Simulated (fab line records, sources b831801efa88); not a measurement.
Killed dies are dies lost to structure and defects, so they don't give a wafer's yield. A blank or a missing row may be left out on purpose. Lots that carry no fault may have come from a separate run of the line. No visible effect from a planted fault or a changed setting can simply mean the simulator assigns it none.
A single fault, viewed from 2 desks	flow gf180mcu	only its own numbers are on each desk; what lay behind them is given at the end

FROM THE METROLOGY DESK
What the gauges read for every lot (on any tool): the sampled wafers with a number, averaged. A lot is out of limits, marked OUT, if its mean lies more than 4 standard deviations from the usual mean; the brackets give that distance.
Columns: A = V4_OVL at GF_V4_OVL_MEAS_15, usual -1 nm
lot	first seen here	A
L299	day 24 15:32	-5
L301	day 25 04:49	-6
L302	day 25 15:19	-3
L303	day 26 00:25	-2
L304	day 26 09:41	-7
L305	day 26 14:52	-3
L306	day 27 00:49	-4
L312	day 29 00:04	-4
L313	day 29 09:41	-12
L317	day 30 09:46	-2
L319	day 30 21:10	-2
L322	day 31 18:22	-1
This desk's finding: nothing out of limits on any of the 12 lots.

FOR THE TOOL OWNER'S DESK: plasma-asher-04
The tool's own readings at GF_V5_STRIP_18 (strips in O2/N2): means of the sampled wafers that have a number, for each lot that ran on this tool. A lot is out of limits, marked OUT, if its mean lies more than 4 standard deviations from the usual mean; the brackets give that distance.
Columns: A = drypump-motor-current-A at GF_V5_STRIP_18, usual 6.02 A; B = heater-power-w at GF_V5_STRIP_18, usual 338 W; C = oes-product-au at GF_V5_STRIP_18, usual 0.568 a.u.
lot	first seen here	A	B	C
L301	day 27 22:32	5.98	323	0.565
L302	day 28 11:47	6.09	313	0.570
L306	day 29 13:36	6.19	298	0.573
L312	day 31 10:53	6.08	306	0.566
L313	day 31 19:35	6.09	309	0.570
This desk's finding: nothing out of limits on any of the 5 lots.

BROUGHT TOGETHER
Metrology desk: nothing out of limits seen.
Nothing out of limits was seen by the tool owner's desk.

WHAT WAS PUT IN BY THE SIMULATOR
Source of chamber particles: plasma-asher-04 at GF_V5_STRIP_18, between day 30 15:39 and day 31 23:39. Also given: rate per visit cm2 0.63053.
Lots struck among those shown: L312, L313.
